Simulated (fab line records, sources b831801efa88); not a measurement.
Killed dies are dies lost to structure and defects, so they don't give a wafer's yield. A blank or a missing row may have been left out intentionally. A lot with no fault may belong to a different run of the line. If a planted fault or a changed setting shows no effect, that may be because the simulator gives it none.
fab line records	flow gf180mcu
[record] lots = 12	wafers = 36	last-day = 34
route steps=602 shown DUAL_GATE@154 HV_LDD@207 SAB@274
lots with no fault: from the same line, run without faults
start-h: start of the lot's first displayed wafer, in hours after the record's first day	wait-h: time in hours since the lot's previous step	" the same as in the row above	L1.1+2: a single row standing in for several wafers	- no value present, or no start provided	* or withheld: withheld	< > ~ a bound
route shown NAME@n: a module of which the file shows steps, and the number in the route of the first	usual: mean/standard deviation of fault-free wafers	same: alike in all rows	chamber/n: place in a boat	sites: each site's reading	_std_site: the standard deviation of these	_edge_site: outer sites' mean less inner sites'	radius-mm: how far each site lies from the wafer's centre	mask NAME#n: copy n	behind: the tool/chamber that last shaped the wafer	hold: the reason the lot was held/the length of the hold in hours/how it ended	device: transistor that didn't switch, given as n, p or np	end of line: the same wafers' tests at the end of the route	a step given without rows: its recipe and nothing more	killed: the dies lost at the first sort to structure and to defects; this is not the yield of the wafer	map: a wafer's dies, marking killed ones x, the rest . and places with no die _
set.NAME: the setting that was run; set.NAME@STEP: the one run at that earlier step	model.NAME: the simulator's own value behind a step, which no gauge read
route steps across a sampled set of lots; one table per step, one row per wafer
services: the hour from which a tool's chamber was out of use, counted from the record's first day as start-h (under 0 if before that day), plus the number of hours and why
[[steps]]
[step GF_DUAL_GATE_STRIP_13]
[recipe] chemistry = O2/N2	power-w = 1400	pressure-mtorr = 1500	platen-temp-c = 250	o2-flow-sccm = 3000	n2-flow-sccm = 300	overash-fraction = 0.5
[usual] chamber-pressure-mTorr = 1500.1/1.4	drypump-motor-current-A = 5.3/0.38	heater-power-w = 343/30	oes-product-au = 0.716/0.0045	strip-time-to-endpoint-s = 12.64/0.03
lot.wafer	tool	chamber	start-h	wait-h	chamber-pressure-mTorr	drypump-motor-current-A	heater-power-w	oes-product-au	rf-hours-counter-h	strip-time-to-endpoint-s
L201.1	plasma-asher-01	1	187.96	0.0	1498.5	5.6	371	0.717	54	12.68
L201.2	"	0	"	"	1501.1	5.2	311	0.713	54	12.62
L201.4	"	0	"	"	1499.0	5.2	323	0.720	-	12.64
L202.1	plasma-asher-01	1	192.47	0.0	1500.7	5.6	362	0.710	54	12.60
L202.3	"	1	"	"	1497.0	5.6	366	0.717	-	12.61
L202.5	"	0	"	"	1499.5	5.2	317	0.722	-	12.58
L203.2	plasma-asher-01	0	207.49	0.0	1501.9	5.2	323	0.713	56	12.68
L203.4	"	1	"	"	1500.6	5.6	383	0.726	-	12.65
L203.5	"	0	"	"	1498.9	5.2	320	0.715	-	12.64
L204.2	plasma-asher-01	1	208.14	0.0	1501.7	5.6	367	0.720	56	12.65
L204.4	"	1	"	"	1498.6	5.6	371	0.714	-	12.64
L204.5	"	0	"	"	1499.9	5.2	320	0.717	-	12.66
L205.3	plasma-asher-01	0	213.10	0.0	1499.5	5.2	326	0.713	-	12.63
L205.4	"	1	"	"	1502.0	5.6	360	0.718	-	12.62
L205.5	"	1	"	"	1500.7	5.6	365	0.719	-	12.67
L208.3	plasma-asher-04	0	233.15	0.0	1500.2	5.1	357	0.724	-	12.63
L208.4	"	1	"	"	1499.9	6.1	377	0.716	-	12.66
L208.5	"	0	"	"	1501.7	5.1	350	0.716	-	12.67
L209.1	plasma-asher-04	1	237.36	0.0	1501.3	6.1	375	0.718	57	12.63
L209.4	"	0	"	"	1500.5	5.1	377	0.714	-	12.66
L209.6	"	0	"	"	1501.1	5.1	361	0.705	-	12.66
L210.1	plasma-asher-01	1	248.36	0.0	1499.4	5.6	374	0.714	59	12.66
L210.3	"	1	"	"	1500.7	5.6	362	0.716	-	12.69
L210.4	"	0	"	"	1500.9	5.2	319	0.705	-	12.67
L211.1	plasma-asher-01	1	252.18	0.0	1502.1	5.5	361	0.719	60	12.65
L211.2	"	0	"	"	1500.0	5.2	327	0.716	60	12.68
L211.5	"	1	"	"	1497.2	5.6	366	0.716	-	12.68
L214.1	plasma-asher-01	0	272.51	0.0	1498.7	5.2	320	0.710	62	12.64
L214.2	"	1	"	"	1501.1	5.6	377	0.716	62	12.66
L214.3	"	1	"	"	1501.8	5.6	371	0.720	-	12.61
L221.3	plasma-asher-04	1	325.09	0.0	1499.2	6.1	377	0.714	-	12.66
L221.4	"	0	"	"	1501.2	5.1	359	0.715	-	12.62
L221.6	"	0	"	"	1500.9	5.1	359	0.718	-	12.62
L223.2	plasma-asher-03	1	338.15	0.0	1501.2	4.9	346	0.712	22	12.61
L223.5	"	1	"	"	1502.8	4.9	355	0.719	-	12.55
L223.6	"	0	"	"	1502.0	4.7	283	0.714	-	12.61
[step GF_HV_LDD_CD_MEAS_31]
[recipe] target-cd-nm = 400
[usual] cd-nm = 399.0/2.1
lot.wafer	tool	chamber	start-h	wait-h	cd-nm
L201.1	cd-sem-02	-	265.26	0.1	402.3
L201.2	"	-	"	"	401.2
L201.4	"	-	"	"	402.3
L202.1	cd-sem-02	-	272.69	0.1	400.9
L202.3	"	-	"	"	401.7
L202.5	"	-	"	"	402.0
L203.2	cd-sem-02	-	286.66	0.1	401.1
L203.4	"	-	"	"	402.4
L203.5	"	-	"	"	402.8
L204.2	cd-sem-01	-	289.83	0.1	400.0
L204.4	"	-	"	"	399.4
L204.5	"	-	"	"	399.9
L205.3	cd-sem-02	-	294.25	0.1	399.3
L205.4	"	-	"	"	398.0
L205.5	"	-	"	"	398.2
L208.3	cd-sem-01	-	316.15	0.1	398.5
L208.4	"	-	"	"	397.4
L208.5	"	-	"	"	396.9
L209.1	cd-sem-01	-	322.16	0.1	397.1
L209.4	"	-	"	"	394.1
L209.6	"	-	"	"	393.1
L210.1	cd-sem-02	-	334.14	0.1	397.5
L210.3	"	-	"	"	394.7
L210.4	"	-	"	"	396.4
L211.1	cd-sem-02	-	339.04	0.1	399.8
L211.2	"	-	"	"	400.3
L211.5	"	-	"	"	400.7
L214.1	cd-sem-01	-	361.74	0.1	395.2
L214.2	"	-	"	"	397.0
L214.3	"	-	"	"	394.3
L221.3	cd-sem-01	-	424.68	0.1	401.5
L221.4	"	-	"	"	400.9
L221.6	"	-	"	"	401.0
L223.2	cd-sem-02	-	434.23	0.1	397.1
L223.5	"	-	"	"	400.0
L223.6	"	-	"	"	398.6
[step GF_HV_LDD_IMPLANT_35]
[recipe] species = P	energy-kev = 60	dose-cm2 = 7.5e+12	tilt-deg = 30	rotation-deg = 180
[usual] dose-ions-cm2 = 7.5e+12/7.8e+09	faraday-current-uA = 42.2/0.75
lot.wafer	tool	chamber	start-h	wait-h	dose-ions-cm2	faraday-current-uA
L201.1	implanter-03	0	265.72	0.1	7.495e+12	43.0
L201.2	"	0	"	"	7.489e+12	41.3
L201.4	"	0	"	"	7.495e+12	42.3
L202.1	implanter-03	0	273.15	0.1	7.505e+12	42.3
L202.3	"	0	"	"	7.493e+12	42.6
L202.5	"	0	"	"	7.493e+12	42.8
L203.2	implanter-03	0	287.12	0.1	7.51e+12	42.1
L203.4	"	0	"	"	7.508e+12	42.7
L203.5	"	0	"	"	7.513e+12	41.2
L204.2	implanter-01	0	290.29	0.1	7.491e+12	41.9
L204.4	"	0	"	"	7.495e+12	41.0
L204.5	"	0	"	"	7.499e+12	41.8
L205.3	implanter-03	0	294.72	0.1	7.524e+12	43.0
L205.4	"	0	"	"	7.504e+12	42.3
L205.5	"	0	"	"	7.505e+12	43.3
L208.3	implanter-04	0	316.62	0.1	7.501e+12	43.2
L208.4	"	0	"	"	7.51e+12	41.8
L208.5	"	0	"	"	7.501e+12	42.8
L209.1	implanter-01	0	322.62	0.1	7.487e+12	41.3
L209.4	"	0	"	"	7.498e+12	42.1
L209.6	"	0	"	"	7.502e+12	43.0
L210.1	implanter-01	0	334.59	0.1	7.505e+12	41.8
L210.3	"	0	"	"	7.52e+12	41.5
L210.4	"	0	"	"	7.509e+12	42.3
L211.1	implanter-04	0	339.49	0.1	7.492e+12	42.3
L211.2	"	0	"	"	7.495e+12	42.6
L211.5	"	0	"	"	7.492e+12	43.5
L214.1	implanter-01	0	362.19	0.1	7.496e+12	41.4
L214.2	"	0	"	"	7.495e+12	42.3
L214.3	"	0	"	"	7.501e+12	41.4
L221.3	implanter-01	0	425.14	0.1	5.757e+12	33.4
L221.4	"	0	"	"	5.766e+12	32.6
L221.6	"	0	"	"	5.759e+12	33.0
L223.2	implanter-01	0	434.69	0.1	5.764e+12	31.5
L223.5	"	0	"	"	5.775e+12	31.9
L223.6	"	0	"	"	5.76e+12	32.3
[step GF_HV_LDD_TW_MEAS_38]
[usual] HV_LDD_3_TW = 1436/7.2
lot.wafer	tool	chamber	start-h	wait-h	HV_LDD_3_TW
L201.1	film-metro-04	-	266.20	0.2	1431
L201.2	"	-	"	"	1426
L201.4	"	-	"	"	1430
L202.1	film-metro-04	-	273.55	0.1	1426
L202.3	"	-	"	"	1431
L202.5	"	-	"	"	1430
L203.2	film-metro-03	-	287.51	0.1	1425
L203.4	"	-	"	"	1424
L203.5	"	-	"	"	1426
L204.2	film-metro-03	-	290.68	0.1	1438
L204.4	"	-	"	"	1438
L204.5	"	-	"	"	1440
L205.3	film-metro-04	-	295.09	0.1	1442
L205.4	"	-	"	"	1437
L205.5	"	-	"	"	1436
L208.3	film-metro-04	-	316.99	0.1	1437
L208.4	"	-	"	"	1431
L208.5	"	-	"	"	1440
L209.1	film-metro-03	-	323.02	0.1	1437
L209.4	"	-	"	"	1455
L209.6	"	-	"	"	1444
L210.1	film-metro-03	-	334.99	0.1	1441
L210.3	"	-	"	"	1449
L210.4	"	-	"	"	1451
L211.1	film-metro-04	-	339.89	0.1	1443
L211.2	"	-	"	"	1434
L211.5	"	-	"	"	1437
L214.1	film-metro-04	-	362.59	0.1	1426
L214.2	"	-	"	"	1438
L214.3	"	-	"	"	1440
L221.3	film-metro-04	-	425.51	0.1	1414
L221.4	"	-	"	"	1411
L221.6	"	-	"	"	1405
L223.2	film-metro-03	-	435.11	0.1	1409
L223.5	"	-	"	"	1404
L223.6	"	-	"	"	1401
[step GF_HV_LDD_RS_MEAS_53]
[recipe] thk-meas-gauge = four-point-probe
[usual] HV_LDD_RS = 418.3/0.8
lot.wafer	tool	chamber	start-h	wait-h	HV_LDD_RS[ohm/sq]
L201.1	film-metro-04	-	285.80	0.1	418.5
L201.2	"	-	"	"	419.6
L201.4	"	-	"	"	418.3
L202.1	film-metro-04	-	294.19	0.1	417.7
L202.3	"	-	"	"	417.2
L202.5	"	-	"	"	418.6
L203.2	film-metro-03	-	307.84	0.1	419.0
L203.4	"	-	"	"	418.4
L203.5	"	-	"	"	419.2
L204.2	film-metro-04	-	311.41	0.1	419.7
L204.4	"	-	"	"	418.5
L204.5	"	-	"	"	419.4
L205.3	film-metro-04	-	315.83	0.1	417.6
L205.4	"	-	"	"	418.0
L205.5	"	-	"	"	419.0
L208.3	film-metro-04	-	338.58	0.1	417.8
L208.4	"	-	"	"	417.6
L208.5	"	-	"	"	417.6
L209.1	film-metro-03	-	344.45	0.1	417.3
L209.4	"	-	"	"	419.0
L209.6	"	-	"	"	417.9
L210.1	film-metro-03	-	357.12	0.1	416.4
L210.3	"	-	"	"	417.0
L210.4	"	-	"	"	416.3
L211.1	film-metro-04	-	362.29	0.1	417.9
L211.2	"	-	"	"	417.8
L211.5	"	-	"	"	417.8
L214.1	film-metro-03	-	385.16	0.1	417.8
L214.2	"	-	"	"	417.0
L214.3	"	-	"	"	418.7
L221.3	film-metro-03	-	450.49	0.1	422.8
L221.4	"	-	"	"	422.6
L221.6	"	-	"	"	422.4
L223.2	film-metro-03	-	460.39	0.1	423.1
L223.5	"	-	"	"	422.7
L223.6	"	-	"	"	423.1
[step GF_SAB_OVL_MEAS_10]
[usual] SAB_OVL = 1.5/1.4
lot.wafer	tool	chamber	start-h	wait-h	SAB_OVL[nm]
L201.1	overlay-01	-	351.01	0.1	2.1
L201.2	"	-	"	"	1.8
L201.4	"	-	"	"	0.5
L202.1	overlay-02	-	361.41	0.1	0.8
L202.3	"	-	"	"	-0.9
L202.5	"	-	"	"	-0.3
L203.2	overlay-02	-	375.04	0.1	2.1
L203.4	"	-	"	"	1.6
L203.5	"	-	"	"	2.1
L204.2	overlay-01	-	379.67	0.1	0.3
L204.4	"	-	"	"	4.3
L204.5	"	-	"	"	2.4
L205.3	overlay-01	-	384.39	0.1	3.5
L205.4	"	-	"	"	3.2
L205.5	"	-	"	"	4.7
L208.3	overlay-02	-	409.58	0.1	0.6
L208.4	"	-	"	"	-0.1
L208.5	"	-	"	"	2.8
L209.1	overlay-02	-	415.76	0.1	2.1
L209.4	"	-	"	"	0.3
L209.6	"	-	"	"	0.5
L210.1	overlay-01	-	430.36	0.1	0.7
L210.3	"	-	"	"	1.8
L210.4	"	-	"	"	0.9
L211.1	overlay-01	-	436.66	0.1	2.0
L211.2	"	-	"	"	0.5
L211.5	"	-	"	"	2.1
L214.1	overlay-02	-	461.31	0.1	1.0
L214.2	"	-	"	"	3.2
L214.3	"	-	"	"	1.9
L221.3	overlay-02	-	526.47	0.1	-1.8
L221.4	"	-	"	"	1.6
L221.6	"	-	"	"	3.6
L223.2	overlay-01	-	533.62	0.1	2.0
L223.5	"	-	"	"	2.5
L223.6	"	-	"	"	2.3
[[services]]
tool	chamber	start-h	hours	kind
plasma-asher-01	-	184.45	0.7	repair
implanter-03	-	211.96	1.3	repair
implanter-01	-	212.86	3.9	pm
plasma-asher-01	-	224.49	7.1	repair
implanter-03	-	227.89	3.5	pm
implanter-01	-	243.54	1.2	repair
implanter-04	-	246.40	3.7	pm
implanter-03	-	271.10	0.6	repair
implanter-03	-	290.77	2.9	repair
implanter-04	-	297.11	1.7	repair
implanter-01	-	348.10	3.4	pm
plasma-asher-01	-	421.35	9.0	pm
plasma-asher-01	0	421.35	9.0	vent-cycle
plasma-asher-01	1	421.35	9.0	vent-cycle
plasma-asher-01	0	430.35	-	clean
plasma-asher-01	1	430.35	-	clean
[[key]]
[first-sign] step = GF_HV_LDD_IMPLANT_35	reading = dose-ions-cm2	direction = down	sigmas = 99+	usual = 7.5e+12	struck = 5.764e+12
[effect] step = GF_HV_LDD_IMPLANT_35	reading = faraday-current-uA	direction = down	sigmas = 13	usual = 42.2	struck = 32.5
[effect] step = GF_HV_LDD_TW_MEAS_38	reading = HV_LDD_3_TW	direction = down	sigmas = 4.1	usual = 1436	struck = 1407
[effect] step = GF_HV_LDD_RS_MEAS_53	reading = HV_LDD_RS	direction = up	sigmas = 5.6	usual = 418.3	struck = 422.8
met-at GF_HV_LDD_IMPLANT_35
struck-lots L221,L223
tester-left-out L221,L223
not-acting-at GF_DUAL_GATE_STRIP_13,GF_HV_LDD_CD_MEAS_31,GF_SAB_OVL_MEAS_10
onset-between 362.19 425.14
[fault] kind = process-parameter-drift	tool = implanter-01	chamber = -	onset-h = 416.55	steps = GF_HV_LDD_IMPLANT_35	channel = dose-cm2	offset = -1.7281e+12	shape = step	end-h = 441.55	acts-in = these-recipes-only	stated = 7.5e+12
// tester-left-out: of these lots the tester's yield and bins aren't shown, on N5 and GAA mostly nor the transistor test; their killed dies are dies lost to structure and defects alone, not to doping, threshold or leakage, so they don't give the yield
